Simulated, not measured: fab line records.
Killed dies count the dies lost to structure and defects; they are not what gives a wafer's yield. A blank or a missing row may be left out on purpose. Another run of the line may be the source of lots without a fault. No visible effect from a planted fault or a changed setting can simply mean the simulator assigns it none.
Check for tools in common | flow gf180mcu | Sample size 10 lots and 30 wafers

WHAT PROMPTED THE OPENING
Flagged at GF_TOP_METAL_CD_MEAS_14: reading cdNm, on 2 of 10 lots. Wafers without a fault read 440.1 nm, standard deviation 2.3.
Rule: a lot is flagged when every wafer of it that has a number lies more than 4 standard deviations from that mean, or none has a number. The rest of the lots are taken to be sound.

lot  | measured     | on       | cdNm (nm), wafer by wafer | flag
L842 | day 28 02:15 | cdSem-02 | 444.0 443.7 442.1         | 
L844 | day 28 18:02 | cdSem-02 | 441.8 439.2 440.5         | 
L847 | day 29 16:30 | cdSem-02 | 438.3 437.3 440.4         | 
L848 | day 30 02:05 | cdSem-02 | 437.6 437.7 436.4         | 
L849 | day 30 13:05 | cdSem-01 | 440.1 441.6 438.3         | 
L851 | day 30 18:39 | cdSem-02 | 440.4 440.5 438.2         | 
L852 | day 31 01:16 | cdSem-02 | 439.0 437.9 440.1         | 
L853 | day 31 11:41 | cdSem-01 | 440.7 442.9 439.4         | 
L858 | day 32 17:16 | cdSem-02 | 430.7 428.3 429.5         | FLAGGED
L860 | day 33 02:05 | cdSem-02 | 429.8 429.0 429.9         | FLAGGED
The numbers of the flagged lots are 429.5 nm on average: -10.6 nm against the usual, or -5 standard deviations.

WHICH TOOL EACH LOT WENT THROUGH
Before the reading, the record contains 4 process steps out of a 602-step route. Cell contents, in order: the tool; ch with the chambers the sampled wafers went through; the start.
lot  | flag    | GF_M5_ETCH_09                     | GF_M5_STRIP_11                      | GF_V5_CMP_26                  | GF_TOP_METAL_COAT_09
L842 |         | rieDiel-04 ch 0,1, day 26 07:02   | plasmaAsher-04 ch 0,1, day 26 07:11 | cmp-02 ch 0,2, day 27 06:19   | lithoTrack-04 ch 0, day 27 16:22
L844 |         | rieDiel-03 ch 1,3, day 26 23:24   | plasmaAsher-01 ch 0,1, day 26 23:33 | cmp-02 ch 1,2,3, day 27 21:56 | lithoTrack-02 ch 0, day 28 08:05
L847 |         | rieDiel-02 ch 1,3, day 27 22:53   | plasmaAsher-01 ch 0,1, day 27 23:10 | cmp-02 ch 2,3, day 28 21:16   | lithoTrack-02 ch 0, day 29 06:52
L848 |         | rieDiel-04 ch 0,1,3, day 28 08:39 | plasmaAsher-01 ch 0,1, day 28 08:50 | cmp-02 ch 1,2, day 29 07:11   | lithoTrack-04 ch 0, day 29 17:05
L849 |         | rieDiel-04 ch 0,1,3, day 28 19:47 | plasmaAsher-01 ch 0,1, day 28 19:56 | cmp-01 ch 0,2,3, day 29 17:35 | lithoTrack-01 ch 0, day 30 03:32
L851 |         | rieDiel-02 ch 0,3, day 29 02:40   | plasmaAsher-01 ch 0,1, day 29 02:50 | cmp-01 ch 0,2, day 30 00:00   | lithoTrack-04 ch 0, day 30 09:27
L852 |         | rieDiel-02 ch 2,3, day 29 10:07   | plasmaAsher-01 ch 0,1, day 29 10:17 | cmp-01 ch 0,3, day 30 07:05   | lithoTrack-04 ch 0, day 30 16:08
L853 |         | rieDiel-03 ch 1,2,3, day 29 20:26 | plasmaAsher-04 ch 0,1, day 29 20:36 | cmp-01 ch 1,2,3, day 30 17:24 | lithoTrack-04 ch 0, day 31 02:57
L858 | FLAGGED | rieDiel-04 ch 1,2, day 31 03:42   | plasmaAsher-01 ch 0,1, day 31 03:53 | cmp-01 ch 0,2,3, day 32 00:14 | lithoTrack-04 ch 0, day 32 08:44
L860 | FLAGGED | rieDiel-02 ch 0,1,3, day 31 15:17 | plasmaAsher-01 ch 0,1, day 31 15:26 | cmp-01 ch 0,2,3, day 32 09:55 | lithoTrack-04 ch 0, day 32 18:20
What is done by these steps:
- GF_M5_ETCH_09: etches Si3N4 in CF4/O2, target depth 52 nm, time 11.6 s.
- GF_M5_STRIP_11: strips in O2/N2.
- GF_V5_CMP_26: polishes, stops on SiO2, t overpolish 15 s, target thk 0 nm.
- GF_TOP_METAL_COAT_09: resist thk 1500 nm.
- GF_TOP_METAL_CD_MEAS_14: target cd 440 nm.

FLAGGED OVER TOTAL, TOOL BY TOOL (the gauges that took the reading come last)
step                    | tool           | lots run | flagged | share of the flagged lots | sound lots run after its first flagged lot
GF_M5_ETCH_09           | rieDiel-02     | 4        | 1       | some                      | 0
GF_M5_ETCH_09           | rieDiel-03     | 2        | 0       | none                      | -
GF_M5_ETCH_09           | rieDiel-04     | 4        | 1       | some                      | 0
GF_M5_STRIP_11          | plasmaAsher-01 | 8        | 2       | all                       | 0
GF_M5_STRIP_11          | plasmaAsher-04 | 2        | 0       | none                      | -
GF_V5_CMP_26            | cmp-01         | 6        | 2       | all                       | 0
GF_V5_CMP_26            | cmp-02         | 4        | 0       | none                      | -
GF_TOP_METAL_COAT_09    | lithoTrack-01  | 1        | 0       | none                      | -
GF_TOP_METAL_COAT_09    | lithoTrack-02  | 2        | 0       | none                      | -
GF_TOP_METAL_COAT_09    | lithoTrack-04  | 7        | 2       | all                       | 0
GF_TOP_METAL_CD_MEAS_14 | cdSem-01       | 2        | 0       | none                      | -
GF_TOP_METAL_CD_MEAS_14 | cdSem-02       | 8        | 2       | all                       | 0

THE TABLE: WHAT IT ALLOWS
4 rows of the table ran every flagged lot: plasmaAsher-01 at GF_M5_STRIP_11, cmp-01 at GF_V5_CMP_26, lithoTrack-04 at GF_TOP_METAL_COAT_09, cdSem-02 at GF_TOP_METAL_CD_MEAS_14.
- plasmaAsher-01 at GF_M5_STRIP_11: 2 of its 8 lots flagged. It ran its last sound lot, L852, at day 29 10:17 and its first flagged lot, L858, at day 31 03:53: a fault with its onset between the two fits.
- cmp-01 at GF_V5_CMP_26: 2 of its 6 lots flagged. It ran its last sound lot, L853, at day 30 17:24 and its first flagged lot, L858, at day 32 00:14: a fault with its onset between the two fits.
- lithoTrack-04 at GF_TOP_METAL_COAT_09: 2 of its 7 lots flagged. It ran its last sound lot, L853, at day 31 02:57 and its first flagged lot, L858, at day 32 08:44: a fault with its onset between the two fits.
- cdSem-02 at GF_TOP_METAL_CD_MEAS_14: 2 of its 8 lots flagged. It ran its last sound lot, L852, at day 31 01:16 and its first flagged lot, L858, at day 32 17:16: a fault with its onset between the two fits.
Counting lots can't tell these 4 tools apart, because each fits a fault that began at some hour. More lots, or a look at what each step does to the wafer, might.

WHAT THE SIMULATOR PUT IN
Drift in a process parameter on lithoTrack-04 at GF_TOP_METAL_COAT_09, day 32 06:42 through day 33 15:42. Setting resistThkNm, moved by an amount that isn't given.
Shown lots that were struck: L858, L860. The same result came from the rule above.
